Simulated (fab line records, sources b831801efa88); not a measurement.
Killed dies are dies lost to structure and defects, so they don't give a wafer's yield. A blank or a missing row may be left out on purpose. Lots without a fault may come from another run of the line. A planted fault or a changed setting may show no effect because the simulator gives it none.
A struck lot beside a sound one | flow sky130 | 32 steps out of a route of 708
Sound: wafers L125.1, L125.4, L125.6. Struck: wafer L140.5. (L140.2, L140.3 of the same lot were not struck and are left out.) The cause comes at the end.
At each step with rows: each side's tool, then ch and its chambers, then its first start. Under that, the readings that differ: sound wafers | struck wafers | difference of the means | sigmas: that difference in standard deviations of wafers without a fault.
alike: readings whose means differ by less than 2 such deviations, and words and numbers that are the same on both sides. not compared: withheld readings, readings that some wafer has no value for, bounds like >300 that may hide the same value, and numbers for which the record gives no deviation and whose values overlap.
The two part at a step that has a row with sigmas, a row that says differs or no value, or rows on one side only. Numbers that don't overlap but have no deviation are shown without sigmas and don't part them. A reading that every wafer of one side lacks parts them only if that side has two wafers or more.

first, 5 steps without rows for these wafers: SKY_VIA1_STRIP_17 (strips in post etch residue remover, time 1200 s); SKY_VIA1_CLEAN_18 (cleans in IPA, time 180 s); SKY_VIA1_CLEAN_19 (cleans in O3/DIW); SKY_VIA1_SPUTTER_20 (material TiN, target thk 20 nm, time 80 s); SKY_VIA1_CVD_21 (deposits W, target thk 270 nm, time 80.902 s).
SKY_VIA1_RS_MEAS_22: measures by four-point-probe.
  sound on film_metro-01, day 36 03:22; struck on film_metro-01, day 39 19:40
  alike: VIA1_W_RS
SKY_VIA1_THK_MEAS_23: measures by xrf.
  sound on film_metro-01, day 36 03:29; struck on film_metro-01, day 39 19:46
  alike: VIA1_W_THK
SKY_VIA1_CMP_24: polishes, stops on SiO2, t overpolish 15 s, target thk 0 nm.
  sound on cmp-01 ch 1,2, day 36 03:32; struck on cmp-02 ch 1, day 39 19:49
  alike: motor_current_A, overpolish_run_s, time_to_endpoint_s
SKY_METAL2_SPUTTER_00: material Ti, target thk 15 nm, time 10 s.
  sound on pvd_sputter-04, day 36 03:50; struck on pvd_sputter-01, day 39 20:07
  alike: cathode_dc_power_W, throttle_valve_pct
then, 2 steps without rows for these wafers: SKY_METAL2_SPUTTER_01 (material TiN, target thk 20 nm, time 16.7 s); SKY_METAL2_SPUTTER_02 (material AlCu, target thk 250 nm, time 13.3 s).
SKY_METAL2_SPUTTER_03: material Ti, target thk 5 nm, time 3.3 s.
  sound on pvd_sputter-04, day 36 03:55; struck on pvd_sputter-01, day 39 20:11
  alike: cathode_dc_power_W, throttle_valve_pct
SKY_METAL2_SPUTTER_04: material TiN, target thk 70 nm, time 58.3 s.
  sound on pvd_sputter-04, day 36 03:56; struck on pvd_sputter-01, day 39 20:13
  reading                                    | sound             | struck | difference | sigmas
  model.TiN_of_METAL2_SPUTTER_04.thk_nm (nm) | 67.81 68.38 67.94 | 79.21  | +11.17     |
  alike: cathode_dc_power_W, throttle_valve_pct
SKY_METAL2_RS_MEAS_05: measures by four-point-probe.
  sound on film_metro-04, day 36 03:59; struck on film_metro-04, day 39 20:17
  reading                 | sound                | struck | difference | sigmas
  METAL2_ALCU_RS (ohm/sq) | 0.1300 0.1278 0.1288 | 0.1240 | -0.0049    | -4
SKY_METAL2_THK_MEAS_06: measures by xrf.
  sound on film_metro-04, day 36 04:06; struck on film_metro-04, day 39 20:23
  alike: METAL2_ALCU_THK
then, 8 steps without rows for these wafers: SKY_METAL2_DEHYDRATE_07 (time 60 s); SKY_METAL2_HMDS_08 (prime time 60 s); SKY_METAL2_COAT_09 (resist thk 60 nm); SKY_METAL2_COAT_10 (resist thk 450 nm); SKY_METAL2_SOFTBAKE_11 (time 90 s); SKY_METAL2_EXPOSE_12 (exposes mask MM2, target cd 140 nm); SKY_METAL2_PEB_13; SKY_METAL2_DEVELOP_14 (develop time 60 s).
SKY_METAL2_CD_MEAS_15: target cd 140 nm.
  sound on cd_sem-01, day 37 05:54; struck on cd_sem-01, day 40 21:19
  alike: cd_nm
SKY_METAL2_OVL_MEAS_16:
  sound on overlay-02, day 37 06:01; struck on overlay-02, day 40 21:26
  alike: METAL2_OVL
then, 1 step without rows for these wafers: SKY_METAL2_DESCUM_17 (chemistry O2, time 8 s).
SKY_METAL2_ETCH_18: etches BARC in N2/H2, stops on SiO2, time 45.9 s, target depth 60 nm.
  sound on rie_metal-04 ch 0,1, day 37 06:06; struck on rie_metal-02 ch 1, day 40 21:29
  reading                      | sound       | struck | difference | sigmas
  he_backside_leak_sccm (sccm) | 3.2 3.4 3.3 | 6.4    | +3.1       | +8
  alike: drypump_motor_current_A, oes_product_au, throttle_valve_pct
  not compared: rf_hours_counter_h
SKY_METAL2_METAL_ETCH_19: etches the open film in Cl2/BCl3, stops on SiO2, target depth 360 nm, time 78 s.
  sound on rie_metal-04 ch 0,1, day 37 06:11; struck on rie_metal-02 ch 1, day 40 21:33
  alike: drypump_motor_current_A, he_backside_leak_sccm, oes_product_au, throttle_valve_pct
  not compared: rf_hours_counter_h
then, 1 step without rows for these wafers: SKY_METAL2_STRIP_20 (strips in O2/N2).
SKY_METAL2_STRIP_21: strips in post etch residue remover, time 1200 s.
  sound on wet_bench-04 ch 3, day 37 06:24; struck on wet_bench-04 ch 1, day 40 21:44
  reading                                    | sound             | struck | difference | sigmas
  model.TiN_of_METAL2_SPUTTER_04.thk_nm (nm) | 67.38 67.95 67.51 | 78.79  | +11.18     |
  alike: bath_heat_duty_pct
then, 2 steps without rows for these wafers: SKY_METAL2_CLEAN_22 (cleans in IPA, time 180 s); SKY_PAD_OPEN_PROBE_99.

WHERE THEY PART
First at SKY_METAL2_RS_MEAS_05; last, within this record, at SKY_METAL2_ETCH_18. Later steps at which nothing parts them and some readings are alike: SKY_METAL2_METAL_ETCH_19, SKY_METAL2_STRIP_21.

WHY: what the simulator had put in
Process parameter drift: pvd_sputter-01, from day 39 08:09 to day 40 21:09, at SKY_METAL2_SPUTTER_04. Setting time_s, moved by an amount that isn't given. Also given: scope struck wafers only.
